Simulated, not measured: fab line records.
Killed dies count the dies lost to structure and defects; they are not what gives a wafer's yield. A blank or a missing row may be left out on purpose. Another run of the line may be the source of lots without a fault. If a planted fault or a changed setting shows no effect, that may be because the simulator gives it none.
fab line records ; flow sky130
record lots=5; wafers=23
route steps=708 shown POLY_GATE@224 LDD_N@246 LDD_P@259 SD_P@323 RES_XHIGH@339 SD_N@348 LI_CONTACT@369
start-h: hours from the record's opening day to when the first of the lot's shown wafers began ; wait-h: hours from the lot's prior step to this one ; " unchanged from the row above ; L1.1+2: one row covering several wafers at once ; - no value present, or no start provided ; * or withheld: withheld ; < > ~ a bound
route shown NAME@n: a module of which the file shows steps, and the number in the route of the first ; usual: the fault-free wafers' mean and standard deviation ; same: alike in all rows ; chamber/n: place in a boat ; sites: readings site by site ; _std_site: the standard deviation of these ; _edge_site: the outer-site mean with the inner-site mean subtracted ; radius-mm: how far each site lies from the wafer's centre ; mask NAME#n: copy n ; behind: the most recent tool/chamber to have shaped the wafer ; hold: what put the lot on hold/how long, in hours/how the hold closed ; device: which transistor (n, p or np) failed to switch ; end of line: the route-end tests of the same wafers ; a step given without rows: its recipe and nothing more ; killed: dies lost to structure and defects at the first sort, not the wafer's yield ; map: shows each die of a wafer: x if killed, . if not, _ if none is there
set.NAME: the run value of the setting; set.NAME@STEP: its run value at that earlier step ; model.NAME: the simulator's own value behind a step, which no gauge read
one table per step and one row per wafer, for lots whose settings were changed on purpose
## steps
# step SKY_POLY_GATE_EXPOSE_10
# recipe mask-id=P1M; na=0.68; source-shape=conventional; sigma-outer=0.6; target-cd-nm=150; dose-mj=28
lot.wafer;tool;chamber;start-h;wait-h;mask;set.dose-mj
L076.1+3;krf-scanner-02;0;-;-;P1M#0;29.32
L076.2+5+6;krf-scanner-02;0;-;-;P1M#0;28
L077.2+4;krf-scanner-01;0;-;-;P1M#0;29.54
L077.3+5+6;krf-scanner-01;0;-;-;P1M#0;28
L079.2+5;krf-scanner-01;0;-;-;P1M#0;28
L079.3+4+6;krf-scanner-01;0;-;-;P1M#0;26.25
L081.2+4+6;krf-scanner-01;0;-;-;P1M#0;28
L085.1+5;krf-scanner-02;0;-;-;P1M#0;28
L085.2+4+6;krf-scanner-02;0;-;-;P1M#0;28.6
# step SKY_POLY_GATE_PEB_11
# recipe peb-temp-c=withheld; peb-time-s=withheld; resist=KrF-thick
# step SKY_POLY_GATE_DEVELOP_12
# recipe develop-time-s=60; resist=KrF-thick; dev-temp-c=21
# step SKY_POLY_GATE_CD_MEAS_13
# recipe target-cd-nm=150
# usual cd-nm=150.8/1.3
lot.wafer;tool;chamber;start-h;wait-h;set.dose-mj@POLY_GATE_EXPOSE_10;cd-nm
L076.1;cd-sem-02;-;388.67;-;29.32;143.6
L076.2;cd-sem-02;-;388.67;-;28;150.5
L076.3;cd-sem-02;-;388.67;-;29.32;143.9
L076.5;cd-sem-02;-;388.67;-;28;151.6
L076.6;cd-sem-02;-;388.67;-;28;150.9
L077.2;cd-sem-01;-;396.07;-;29.54;142.2
L077.3;cd-sem-01;-;396.07;-;28;151.0
L077.4;cd-sem-01;-;396.07;-;29.54;142.2
L077.5;cd-sem-01;-;396.07;-;28;151.6
L077.6;cd-sem-01;-;396.07;-;28;150.4
L079.2;cd-sem-01;-;415.96;-;28;149.3
L079.3;cd-sem-01;-;415.96;-;26.25;161.3
L079.4;cd-sem-01;-;415.96;-;26.25;160.7
L079.5;cd-sem-01;-;415.96;-;28;150.0
L079.6;cd-sem-01;-;415.96;-;26.25;160.7
L081.2;cd-sem-02;-;438.84;-;28;152.5
L081.4;cd-sem-02;-;438.84;-;28;154.0
L081.6;cd-sem-02;-;438.84;-;28;152.6
L085.1;cd-sem-01;-;464.89;-;28;148.2
L085.2;cd-sem-01;-;464.89;-;28.6;143.8
L085.4;cd-sem-01;-;464.89;-;28.6;145.4
L085.5;cd-sem-01;-;464.89;-;28;149.1
L085.6;cd-sem-01;-;464.89;-;28.6;146.4
# step SKY_POLY_GATE_ETCH_15
# recipe chemistry=N2/H2; target=BARC; ion-energy-ev=200; source-w=500; bias-w=100; pressure-mtorr=30; n2-flow-sccm=100; h2-flow-sccm=200; stop-on=SiO2; time-s=118.5; target-depth-a=1100
# usual oes-product-au=0.716/0.0044
lot.wafer;tool;chamber;start-h;wait-h;set.time-s;set.dose-mj@POLY_GATE_EXPOSE_10;oes-product-au;model.KrF-thick_of_POLY_GATE_COAT_08.thk-nm;model.POLY_GATE.cd-nm
L076.1;rie-diel-04;2;388.83;0.0;125.1;29.32;0.712;339.2;145.6
L076.2;rie-diel-04;1;388.83;0.0;118.5;28;0.713;344.4;152.1
L076.3;rie-diel-04;3;388.83;0.0;118.5;29.32;0.718;345.6;142.9
L076.5;rie-diel-04;1;388.83;0.0;125.1;28;0.715;339;151.8
L076.6;rie-diel-04;2;388.83;0.0;125.1;28;0.713;340.1;152.1
L077.2;rie-diel-03;2;396.21;0.0;101;29.54;0.777;358;147.5
L077.3;rie-diel-03;0;396.21;0.0;118.5;28;0.713;343.7;152.7
L077.4;rie-diel-03;3;396.21;0.0;118.5;29.54;0.712;341.5;141.8
L077.5;rie-diel-03;3;396.21;0.0;101;28;0.766;355.5;154.2
L077.6;rie-diel-03;0;396.21;0.0;101;28;0.773;356.9;155.8
L079.2;rie-diel-04;2;416.09;0.0;118.5;28;0.715;345.8;152.2
L079.3;rie-diel-04;0;416.09;0.0;103.4;26.25;0.774;355.9;165.7
L079.4;rie-diel-04;3;416.09;0.0;103.4;26.25;0.769;357.1;164.2
L079.5;rie-diel-04;2;416.09;0.0;118.5;28;0.717;346.1;153.3
L079.6;rie-diel-04;1;416.09;0.0;118.5;26.25;0.715;344;162.6
L081.2;rie-diel-04;1;438.98;0.0;118.5;28;0.719;345.4;155.7
L081.4;rie-diel-04;2;438.98;0.0;118.5;28;0.713;346.2;157.3
L081.6;rie-diel-04;2;438.98;0.0;118.5;28;0.709;347.4;155.1
L085.1;rie-diel-01;1;465.04;0.0;118.5;28;0.716;341.4;148.5
L085.2;rie-diel-01;3;465.04;0.0;113.6;28.6;0.733;347.5;145.1
L085.4;rie-diel-01;0;465.04;0.0;113.6;28.6;0.732;346.6;150.1
L085.5;rie-diel-01;1;465.04;0.0;118.5;28;0.721;341.6;150.2
L085.6;rie-diel-01;0;465.04;0.0;118.5;28.6;0.723;343.9;148.7
# step SKY_POLY_GATE_ETCH_16
# recipe stop-on=poly-Si; chemistry=CH3F/O2; target=Si3N4; source-w=400; bias-w=80; pressure-mtorr=25; ch3f-flow-sccm=40; O2_flow_sccm=30; time-s=147.5; target-depth-a=750
lot.wafer;tool;chamber;start-h;wait-h;set.time-s@POLY_GATE_ETCH_15;model.KrF-thick_of_POLY_GATE_COAT_08.thk-nm
L076.1;rie-diel-04;2;388.91;0.0;125.1;226.3
L076.2;rie-diel-04;1;388.91;0.0;118.5;231.2
L076.3;rie-diel-04;3;388.91;0.0;118.5;235
L076.5;rie-diel-04;1;388.91;0.0;125.1;225.9
L076.6;rie-diel-04;2;388.91;0.0;125.1;227.3
L077.2;rie-diel-03;2;396.29;0.0;101;248.5
L077.3;rie-diel-03;0;396.29;0.0;118.5;233.8
L077.4;rie-diel-03;3;396.29;0.0;118.5;230.6
L077.5;rie-diel-03;3;396.29;0.0;101;245.8
L077.6;rie-diel-03;0;396.29;0.0;101;247.9
L079.2;rie-diel-04;2;416.18;0.0;118.5;236
L079.3;rie-diel-04;0;416.18;0.0;103.4;246.5
L079.4;rie-diel-04;3;416.18;0.0;103.4;247.4
L079.5;rie-diel-04;2;416.18;0.0;118.5;236.8
L079.6;rie-diel-04;1;416.18;0.0;118.5;233.2
L081.2;rie-diel-04;1;439.06;0.0;118.5;234.6
L081.4;rie-diel-04;2;439.06;0.0;118.5;238
L081.6;rie-diel-04;2;439.06;0.0;118.5;239
L085.1;rie-diel-01;1;465.12;0.0;118.5;229.2
L085.2;rie-diel-01;3;465.12;0.0;113.6;236.5
L085.4;rie-diel-01;0;465.12;0.0;113.6;235.9
L085.5;rie-diel-01;1;465.12;0.0;118.5;231.5
L085.6;rie-diel-01;0;465.12;0.0;118.5;233.6
# step SKY_POLY_GATE_ETCH_17
# recipe target-depth-nm=180; stop-on=SiO2; over-etch-frac=0.56667; chemistry=HBr/Cl2; target=poly-Si; icp-w=400; bias-w=100; pressure-mtorr=10; HBr_flow_sccm=150; Cl2_flow_sccm=50; time-s=69.55
# step SKY_POLY_GATE_STRIP_18
# recipe chemistry=O2/N2; power-w=1400; pressure-mtorr=1500; platen-temp-c=withheld; o2-flow-sccm=3000; n2-flow-sccm=300; overash-fraction=0.5
# usual strip-time-to-endpoint-s=3.18/0.03
lot.wafer;tool;chamber;start-h;wait-h;set.time-s@POLY_GATE_ETCH_15;strip-time-to-endpoint-s
L076.1;plasma-asher-04;0;389.06;0.0;125.1;3.10
L076.2;plasma-asher-04;1;389.06;0.0;118.5;3.18
L076.3;plasma-asher-04;0;389.06;0.0;118.5;3.23
L076.5;plasma-asher-04;0;389.06;0.0;125.1;3.09
L076.6;plasma-asher-04;1;389.06;0.0;125.1;3.14
L077.2;plasma-asher-01;0;396.44;0.0;101;3.33
L077.3;plasma-asher-01;1;396.44;0.0;118.5;3.17
L077.4;plasma-asher-01;0;396.44;0.0;118.5;3.17
L077.5;plasma-asher-01;0;396.44;0.0;101;3.30
L077.6;plasma-asher-01;1;396.44;0.0;101;3.33
L079.2;plasma-asher-01;1;416.33;0.0;118.5;3.21
L079.3;plasma-asher-01;0;416.33;0.0;103.4;3.33
L079.4;plasma-asher-01;1;416.33;0.0;103.4;3.37
L079.5;plasma-asher-01;1;416.33;0.0;118.5;3.21
L079.6;plasma-asher-01;0;416.33;0.0;118.5;3.17
L081.2;plasma-asher-04;0;439.21;0.0;118.5;3.16
L081.4;plasma-asher-04;0;439.21;0.0;118.5;3.21
L081.6;plasma-asher-04;0;439.21;0.0;118.5;3.24
L085.1;plasma-asher-01;1;465.28;0.0;118.5;3.08
L085.2;plasma-asher-01;0;465.28;0.0;113.6;3.21
L085.4;plasma-asher-01;0;465.28;0.0;113.6;3.20
L085.5;plasma-asher-01;0;465.28;0.0;118.5;3.12
L085.6;plasma-asher-01;1;465.28;0.0;118.5;3.17
# step SKY_POLY_GATE_CLEAN_19
# recipe chemistry=SC1/SC2; mix=1:4:20; temp-c=70; time-s=150; dry=n2-spin
# step SKY_POLY_GATE_OXIDATION_20
# recipe temp-c=850; ambient=O2; stabilise-s=600; purge-s=300; target-thk-a=40; ox-time-s=899
# step SKY_POLY_GATE_CD_MEAS_22
# usual cd-nm=151.8/2.7
lot.wafer;tool;chamber;start-h;wait-h;set.dose-mj@POLY_GATE_EXPOSE_10;cd-nm
L076.1;cd-sem-02;-;391.03;0.1;29.32;146.3
L076.2;cd-sem-02;-;391.03;0.1;28;150.4
L076.3;cd-sem-02;-;391.03;0.1;29.32;143.3
L076.5;cd-sem-02;-;391.03;0.1;28;151.5
L076.6;cd-sem-02;-;391.03;0.1;28;152.9
L077.2;cd-sem-02;-;398.64;0.1;29.54;146.8
L077.3;cd-sem-02;-;398.64;0.1;28;152.9
L077.4;cd-sem-02;-;398.64;0.1;29.54;142.5
L077.5;cd-sem-02;-;398.64;0.1;28;154.5
L077.6;cd-sem-02;-;398.64;0.1;28;156.4
L079.2;cd-sem-02;-;421.52;0.1;28;152.9
L079.3;cd-sem-02;-;421.52;0.1;26.25;166.5
L079.4;cd-sem-02;-;421.52;0.1;26.25;166.3
L079.5;cd-sem-02;-;421.52;0.1;28;155.0
L079.6;cd-sem-02;-;421.52;0.1;26.25;163.8
L081.2;cd-sem-01;-;440.70;0.1;28;156.4
L081.4;cd-sem-01;-;440.70;0.1;28;158.4
L081.6;cd-sem-01;-;440.70;0.1;28;155.6
L085.1;cd-sem-01;-;467.82;0.1;28;147.8
L085.2;cd-sem-01;-;467.82;0.1;28.6;143.3
L085.4;cd-sem-01;-;467.82;0.1;28.6;150.6
L085.5;cd-sem-01;-;467.82;0.1;28;148.7
L085.6;cd-sem-01;-;467.82;0.1;28.6;149.3
# step SKY_LDD_N_IMPLANT_09
# recipe species=As; energy-kev=20; dose-cm2=7.5e+13; tilt-deg=withheld; rotation-deg=113
lot.wafer;tool;chamber;start-h;wait-h;set.energy-kev;model.implant.rp-nm;model.implant.drp-nm
L076.1+3+6;implanter-01;0;421.09;0.1;18.99;15.07;6.958
L076.2+5;implanter-01;0;421.09;0.1;20;15.65;7.212
L077.2+3+4+5+6;implanter-03;0;428.75;0.1;20;15.78;7.212
L079.2+3+4+5+6;implanter-01;0;453.21;0.1;20;15.98;7.212
L081.2+4+6;implanter-01;0;472.03;0.1;20;15.17;7.212
L085.1+2+5;implanter-02;0;500.26;0.1;20;15.46;7.212
L085.4+6;implanter-02;0;500.26;0.1;20.35;15.65;7.299
# step SKY_LDD_P_EXPOSE_04
# recipe mask-id=PSDM; na=0.6; source-shape=conventional; sigma-outer=0.6; polarization=unpolarized; target-cd-nm=380; dose-mj=138
lot.wafer;tool;chamber;start-h;wait-h;mask;set.dose-mj
L076.1+2+3+5+6;iline-stepper-01;0;-;-;PSDM#0;138
L077.2+5;iline-stepper-01;0;-;-;PSDM#0;128.9
L077.3+4+6;iline-stepper-01;0;-;-;PSDM#0;138
L079.2+3;iline-stepper-01;0;-;-;PSDM#0;138
L079.4+5+6;iline-stepper-01;0;-;-;PSDM#0;129
L081.2+4+6;iline-stepper-02;0;-;-;PSDM#0;138
L085.1+4+5;iline-stepper-01;0;-;-;PSDM#0;144.2
L085.2+6;iline-stepper-01;0;-;-;PSDM#0;138
# step SKY_LDD_P_PEB_05
# recipe temp-c=withheld; time-s=*; resist=NOVOLAK
# step SKY_LDD_P_DEVELOP_06
# recipe resist=NOVOLAK; developer=TMAH; develop-time-s=60; dev-temp-c=23
# step SKY_LDD_P_CD_MEAS_07
# recipe target-cd-nm=380
# usual cd-nm=381.6/2.8
lot.wafer;tool;chamber;start-h;wait-h;set.dose-mj@LDD_P_EXPOSE_04;cd-nm
L076.1;cd-sem-01;-;454.20;0.1;138;372.9
L076.2;cd-sem-01;-;454.20;0.1;138;376.4
L076.3;cd-sem-01;-;454.20;0.1;138;376.8
L076.5;cd-sem-01;-;454.20;0.1;138;373.7
L076.6;cd-sem-01;-;454.20;0.1;138;373.5
L077.2;cd-sem-01;-;461.54;0.1;128.9;365.4
L077.3;cd-sem-01;-;461.54;0.1;138;382.8
L077.4;cd-sem-01;-;461.54;0.1;138;381.4
L077.5;cd-sem-01;-;461.54;0.1;128.9;364.2
L077.6;cd-sem-01;-;461.54;0.1;138;382.3
L079.2;cd-sem-01;-;485.19;0.1;138;379.7
L079.3;cd-sem-01;-;485.19;0.1;138;382.3
L079.4;cd-sem-01;-;485.19;0.1;129;362.8
L079.5;cd-sem-01;-;485.19;0.1;129;363.3
L079.6;cd-sem-01;-;485.19;0.1;129;361.8
L081.2;cd-sem-01;-;504.89;0.1;138;380.6
L081.4;cd-sem-01;-;504.89;0.1;138;379.4
L081.6;cd-sem-01;-;504.89;0.1;138;380.4
L085.1;cd-sem-02;-;531.77;0.1;144.2;392.8
L085.2;cd-sem-02;-;531.77;0.1;138;379.9
L085.4;cd-sem-02;-;531.77;0.1;144.2;392.3
L085.5;cd-sem-02;-;531.77;0.1;144.2;394.1
L085.6;cd-sem-02;-;531.77;0.1;138;380.3
# step SKY_SD_P_SOFTBAKE_03
# recipe temp-c=90; time-s=60; resist=NOVOLAK
lot.wafer;tool;chamber;start-h;wait-h;set.temp-c
L076.1+2+3+5+6;litho-track-01;0;593.87;0.1;90
L077.2+3+5;litho-track-04;0;601.31;0.1;90
L077.4+6;litho-track-04;0;601.31;0.1;87.43
L079.2+6;litho-track-04;0;621.46;0.1;90
L079.3+4+5;litho-track-04;0;621.46;0.1;89.02
L081.2+4+6;litho-track-01;0;657.79;0.1;90
L085.1+2+4;litho-track-03;0;666.17;0.1;90
L085.5+6;litho-track-03;0;666.17;0.1;87.24
# step SKY_SD_P_EXPOSE_04
# recipe mask-id=PSDM; na=0.6; source-shape=conventional; sigma-outer=0.6; polarization=unpolarized; target-cd-nm=380; dose-mj=138
# step SKY_SD_P_PEB_05
# recipe temp-c=withheld; time-s=*; resist=NOVOLAK
# step SKY_SD_P_DEVELOP_06
# recipe resist=NOVOLAK; developer=TMAH; develop-time-s=57.32; dev-temp-c=23
lot.wafer;tool;chamber;start-h;wait-h;set.temp-c@SD_P_SOFTBAKE_03;model.NOVOLAK_of_SD_P_COAT_02.thk-nm
L076.1+2;litho-track-01;0;608.47;0.1;90;1133
L076.3;litho-track-01;0;608.47;0.1;90;1136
L076.5+6;litho-track-01;0;608.47;0.1;90;1135
L077.2;litho-track-04;0;614.81;0.1;90;1136
L077.3;litho-track-04;0;614.81;0.1;90;1139
L077.4+6;litho-track-04;0;614.81;0.1;87.43;1148
L077.5;litho-track-04;0;614.81;0.1;90;1140
L079.2;litho-track-01;0;636.99;0.1;90;1140
L079.3;litho-track-01;0;636.99;0.1;89.02;1142
L079.4+5;litho-track-01;0;636.99;0.1;89.02;1146
L079.6;litho-track-01;0;636.99;0.1;90;1142
L081.2;litho-track-01;0;672.89;0.1;90;1140
L081.4+6;litho-track-01;0;672.89;0.1;90;1142
L085.1;litho-track-03;0;680.02;0.1;90;1135
L085.2;litho-track-03;0;680.02;0.1;90;1137
L085.4;litho-track-03;0;680.02;0.1;90;1134
L085.5;litho-track-03;0;680.02;0.1;87.24;1146
L085.6;litho-track-03;0;680.02;0.1;87.24;1148
# step SKY_SD_P_IMPLANT_09
# recipe species=BF2; energy-kev=20; dose-cm2=3e+15; tilt-deg=0
# step SKY_SD_P_STRIP_10
# recipe chemistry=O2/N2; power-w=1400; pressure-mtorr=1500; platen-temp-c=withheld; o2-flow-sccm=3000; n2-flow-sccm=300; overash-fraction=0.5
# usual strip-time-to-endpoint-s=17.48/0.039
lot.wafer;tool;chamber;start-h;wait-h;set.temp-c@SD_P_SOFTBAKE_03;strip-time-to-endpoint-s
L076.1;plasma-asher-02;0;608.92;0.1;90;17.43
L076.2;plasma-asher-02;1;608.92;0.1;90;17.44
L076.3;plasma-asher-02;0;608.92;0.1;90;17.46
L076.5;plasma-asher-02;0;608.92;0.1;90;17.45
L076.6;plasma-asher-02;1;608.92;0.1;90;17.44
L077.2;plasma-asher-02;0;615.24;0.1;90;17.45
L077.3;plasma-asher-02;1;615.24;0.1;90;17.51
L077.4;plasma-asher-02;0;615.24;0.1;87.43;17.58
L077.5;plasma-asher-02;1;615.24;0.1;90;17.50
L077.6;plasma-asher-02;0;615.24;0.1;87.43;17.59
L079.2;plasma-asher-03;1;637.42;0.1;90;17.47
L079.3;plasma-asher-03;1;637.42;0.1;89.02;17.51
L079.4;plasma-asher-03;0;637.42;0.1;89.02;17.54
L079.5;plasma-asher-03;1;637.42;0.1;89.02;17.54
L079.6;plasma-asher-03;0;637.42;0.1;90;17.50
L081.2;plasma-asher-01;1;673.32;0.1;90;17.53
L081.4;plasma-asher-01;1;673.32;0.1;90;17.55
L081.6;plasma-asher-01;1;673.32;0.1;90;17.54
L085.1;plasma-asher-01;0;680.48;0.1;90;17.44
L085.2;plasma-asher-01;1;680.48;0.1;90;17.46
L085.4;plasma-asher-01;0;680.48;0.1;90;17.41
L085.5;plasma-asher-01;0;680.48;0.1;87.24;17.56
L085.6;plasma-asher-01;1;680.48;0.1;87.24;17.58
# step SKY_RES_XHIGH_IMPLANT_07
# recipe species=BF2; energy-kev=20; dose-cm2=3.6e+14; tilt-deg=0
lot.wafer;tool;chamber;start-h;wait-h;set.dose-cm2
L076.1+2+3+5+6;implanter-02;0;637.35;0.1;3.6e+14
L077.2+5;implanter-04;0;644.33;0.1;3.6e+14
L077.3+4+6;implanter-04;0;644.33;0.1;3.781e+14
L079.2+3+4+5+6;implanter-02;0;666.21;0.1;3.6e+14
L081.2+4+6;implanter-01;0;701.83;0.1;3.6e+14
L085.1+4+5;implanter-01;0;708.47;0.1;3.356e+14
L085.2+6;implanter-01;0;708.47;0.1;3.6e+14
# step SKY_RES_XHIGH_STRIP_08
# recipe chemistry=O2/N2; power-w=1400; pressure-mtorr=1500; platen-temp-c=withheld; o2-flow-sccm=3000; n2-flow-sccm=300; overash-fraction=0.5
# step SKY_RES_XHIGH_TW_MEAS_09
# usual RES_XHIGH_TW=1625/12
lot.wafer;tool;chamber;start-h;wait-h;set.dose-cm2@RES_XHIGH_IMPLANT_07;RES_XHIGH_TW
L076.1;film-metro-03;-;637.60;0.1;3.6e+14;1634
L076.2;film-metro-03;-;637.60;0.1;3.6e+14;1628
L076.3;film-metro-03;-;637.60;0.1;3.6e+14;1632
L076.5;film-metro-03;-;637.60;0.1;3.6e+14;1639
L076.6;film-metro-03;-;637.60;0.1;3.6e+14;1629
L077.2;film-metro-01;-;644.56;0.1;3.6e+14;1633
L077.3;film-metro-01;-;644.56;0.1;3.781e+14;1648
L077.4;film-metro-01;-;644.56;0.1;3.781e+14;1645
L077.5;film-metro-01;-;644.56;0.1;3.6e+14;1623
L077.6;film-metro-01;-;644.56;0.1;3.781e+14;1647
L079.2;film-metro-03;-;666.45;0.1;3.6e+14;1631
L079.3;film-metro-03;-;666.45;0.1;3.6e+14;1623
L079.4;film-metro-03;-;666.45;0.1;3.6e+14;1632
L079.5;film-metro-03;-;666.45;0.1;3.6e+14;1625
L079.6;film-metro-03;-;666.45;0.1;3.6e+14;1631
L081.2;film-metro-02;-;702.06;0.1;3.6e+14;1607
L081.4;film-metro-02;-;702.06;0.1;3.6e+14;1602
L081.6;film-metro-02;-;702.06;0.1;3.6e+14;1609
L085.1;film-metro-03;-;708.72;0.1;3.356e+14;1592
L085.2;film-metro-03;-;708.72;0.1;3.6e+14;1629
L085.4;film-metro-03;-;708.72;0.1;3.356e+14;1583
L085.5;film-metro-03;-;708.72;0.1;3.356e+14;1589
L085.6;film-metro-03;-;708.72;0.1;3.6e+14;1621
# step SKY_SD_N_DEVELOP_06
# recipe resist=NOVOLAK; developer=TMAH; develop-time-s=60; dev-temp-c=23
lot.wafer;tool;chamber;start-h;wait-h;set.develop-time-s
L076.1+2+3+5+6;litho-track-04;0;666.34;0.1;60
L077.2+4+5;litho-track-03;0;672.65;0.1;60
L077.3+6;litho-track-03;0;672.65;0.1;56.2
L079.2+4+6;litho-track-03;0;694.40;0.1;60
L079.3+5;litho-track-03;0;694.40;0.1;51.84
L081.2+4+6;litho-track-02;0;729.48;0.1;60
L085.1+2+6;litho-track-02;0;735.95;0.1;64.73
L085.4+5;litho-track-02;0;735.95;0.1;60
# step SKY_SD_N_CD_MEAS_07
# recipe target-cd-nm=380
# usual cd-nm=380.3/2.4
lot.wafer;tool;chamber;start-h;wait-h;set.develop-time-s@SD_N_DEVELOP_06;cd-nm
L076.1;cd-sem-01;-;666.49;0.1;60;381.5
L076.2;cd-sem-01;-;666.49;0.1;60;380.9
L076.3;cd-sem-01;-;666.49;0.1;60;381.6
L076.5;cd-sem-01;-;666.49;0.1;60;382.1
L076.6;cd-sem-01;-;666.49;0.1;60;381.9
L077.2;cd-sem-02;-;672.79;0.1;60;378.2
L077.3;cd-sem-02;-;672.79;0.1;56.2;374.1
L077.4;cd-sem-02;-;672.79;0.1;60;378.7
L077.5;cd-sem-02;-;672.79;0.1;60;379.1
L077.6;cd-sem-02;-;672.79;0.1;56.2;374.4
L079.2;cd-sem-01;-;694.54;0.1;60;376.1
L079.3;cd-sem-01;-;694.54;0.1;51.84;363.3
L079.4;cd-sem-01;-;694.54;0.1;60;379.0
L079.5;cd-sem-01;-;694.54;0.1;51.84;364.2
L079.6;cd-sem-01;-;694.54;0.1;60;377.6
L081.2;cd-sem-01;-;729.62;0.1;60;383.6
L081.4;cd-sem-01;-;729.62;0.1;60;383.0
L081.6;cd-sem-01;-;729.62;0.1;60;383.5
L085.1;cd-sem-01;-;736.10;0.1;64.73;386.2
L085.2;cd-sem-01;-;736.10;0.1;64.73;389.0
L085.4;cd-sem-01;-;736.10;0.1;60;380.3
L085.5;cd-sem-01;-;736.10;0.1;60;379.8
L085.6;cd-sem-01;-;736.10;0.1;64.73;386.8
# step SKY_SD_N_IMPLANT_09
# recipe species=As; energy-kev=50; dose-cm2=4e+15; tilt-deg=0
# step SKY_SD_N_RS_MEAS_18
# recipe thk-meas-gauge=four-point-probe
# usual RES_XHIGH_RS=333.3/1.1
lot.wafer;tool;chamber;start-h;wait-h;set.dose-cm2@RES_XHIGH_IMPLANT_07;RES_XHIGH_RS[ohm/sq]
L076.1;film-metro-03;-;667.62;0.1;3.6e+14;335.2
L076.2;film-metro-03;-;667.62;0.1;3.6e+14;334.5
L076.3;film-metro-03;-;667.62;0.1;3.6e+14;335.2
L076.5;film-metro-03;-;667.62;0.1;3.6e+14;335.1
L076.6;film-metro-03;-;667.62;0.1;3.6e+14;334.9
L077.2;film-metro-03;-;673.87;0.1;3.6e+14;333.8
L077.3;film-metro-03;-;673.87;0.1;3.781e+14;319.0
L077.4;film-metro-03;-;673.87;0.1;3.781e+14;320.1
L077.5;film-metro-03;-;673.87;0.1;3.6e+14;333.9
L077.6;film-metro-03;-;673.87;0.1;3.781e+14;319.2
L079.2;film-metro-03;-;695.62;0.1;3.6e+14;332.7
L079.3;film-metro-03;-;695.62;0.1;3.6e+14;333.9
L079.4;film-metro-03;-;695.62;0.1;3.6e+14;332.5
L079.5;film-metro-03;-;695.62;0.1;3.6e+14;334.3
L079.6;film-metro-03;-;695.62;0.1;3.6e+14;332.3
L081.2;film-metro-03;-;730.71;0.1;3.6e+14;335.2
L081.4;film-metro-03;-;730.71;0.1;3.6e+14;335.9
L081.6;film-metro-03;-;730.71;0.1;3.6e+14;335.1
L085.1;film-metro-03;-;737.25;0.1;3.356e+14;354.2
L085.2;film-metro-03;-;737.25;0.1;3.6e+14;331.6
L085.4;film-metro-03;-;737.25;0.1;3.356e+14;353.5
L085.5;film-metro-03;-;737.25;0.1;3.356e+14;352.6
L085.6;film-metro-03;-;737.25;0.1;3.6e+14;332.8
# step SKY_LI_CONTACT_COAT_07
# recipe resist=KrF-thick; spin-rpm=3000; resist-thk-nm=450
lot.wafer;tool;chamber;start-h;wait-h;set.resist-thk-nm;model.KrF-thick_of_LI_CONTACT_COAT_07.thk-nm
L076.1;litho-track-01;0;-;-;473.9;471.9
L076.2;litho-track-01;0;-;-;473.9;472.1
L076.3;litho-track-01;0;-;-;450;451.1
L076.5;litho-track-01;0;-;-;473.9;473.4
L076.6;litho-track-01;0;-;-;450;449.2
L077.2;litho-track-01;0;-;-;450;451
L077.3;litho-track-01;0;-;-;459.1;461.9
L077.4;litho-track-01;0;-;-;459.1;461.6
L077.5;litho-track-01;0;-;-;450;451.9
L077.6;litho-track-01;0;-;-;450;452.3
L079.2;litho-track-03;0;-;-;450;448.8
L079.3;litho-track-03;0;-;-;450;448.1
L079.4;litho-track-03;0;-;-;450;450.2
L079.5;litho-track-03;0;-;-;450;449.9
L079.6;litho-track-03;0;-;-;450;449.7
L081.2;litho-track-02;0;-;-;450;448.8
L081.4;litho-track-02;0;-;-;450;447.5
L081.6;litho-track-02;0;-;-;450;448.9
L085.1;litho-track-02;0;-;-;450;452
L085.2;litho-track-02;0;-;-;457.5;458.4
L085.4;litho-track-02;0;-;-;457.5;457
L085.5;litho-track-02;0;-;-;450;451.4
L085.6;litho-track-02;0;-;-;450;451.6
## key
split step=SKY_POLY_GATE_EXPOSE_10; setting=dose-mj; stated=28; by=wafer
response step=SKY_POLY_GATE_CD_MEAS_13; reading=cd-nm; change=-1.67; per=1%; r=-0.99
response step=SKY_POLY_GATE_ETCH_15; reading=model.POLY_GATE.cd-nm; change=-1.7; per=1%; r=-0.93
response step=SKY_POLY_GATE_CD_MEAS_22; reading=cd-nm; change=-1.67; per=1%; r=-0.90
split step=SKY_POLY_GATE_ETCH_15; setting=time-s; stated=118.5; by=wafer
response step=SKY_POLY_GATE_ETCH_15; reading=oes-product-au; change=-0.00384; per=1%; r=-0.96
response step=SKY_POLY_GATE_ETCH_15; reading=model.KrF-thick_of_POLY_GATE_COAT_08.thk-nm; change=-0.94; per=1%; r=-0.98
response step=SKY_POLY_GATE_ETCH_16; reading=model.KrF-thick_of_POLY_GATE_COAT_08.thk-nm; change=-1; per=1%; r=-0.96
response step=SKY_POLY_GATE_STRIP_18; reading=strip-time-to-endpoint-s; change=*; per=1%; r=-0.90
split step=SKY_LDD_N_IMPLANT_09; setting=energy-kev; stated=20; by=wafer
response step=SKY_LDD_N_IMPLANT_09; reading=model.implant.rp-nm; change=+0.114; per=1%; r=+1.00
response step=SKY_LDD_N_IMPLANT_09; reading=model.implant.drp-nm; change=+0.0501; per=1%; r=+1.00
split step=SKY_LDD_P_EXPOSE_04; setting=dose-mj; stated=138; by=wafer
response step=SKY_LDD_P_CD_MEAS_07; reading=cd-nm; change=+2.75; per=1%; r=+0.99
split step=SKY_SD_P_SOFTBAKE_03; setting=temp-c; stated=90; by=wafer
response step=SKY_SD_P_DEVELOP_06; reading=model.NOVOLAK_of_SD_P_COAT_02.thk-nm; change=-3.63; per=1%; r=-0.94
response step=SKY_SD_P_STRIP_10; reading=strip-time-to-endpoint-s; change=*; per=1%; r=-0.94
split step=SKY_RES_XHIGH_IMPLANT_07; setting=dose-cm2; stated=3.6e+14; by=wafer
response step=SKY_RES_XHIGH_TW_MEAS_09; reading=RES_XHIGH_TW; change=+4.81; per=1%; r=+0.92
response step=SKY_SD_N_RS_MEAS_18; reading=RES_XHIGH_RS; change=-3.04; per=1%; r=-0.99
split step=SKY_SD_N_DEVELOP_06; setting=develop-time-s; stated=60; by=wafer
response step=SKY_SD_N_CD_MEAS_07; reading=cd-nm; change=+0.952; per=1%; r=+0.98
split step=SKY_LI_CONTACT_COAT_07; setting=resist-thk-nm; stated=450; by=wafer
response step=SKY_LI_CONTACT_COAT_07; reading=model.KrF-thick_of_LI_CONTACT_COAT_07.thk-nm; change=+4.25; per=1%; r=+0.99
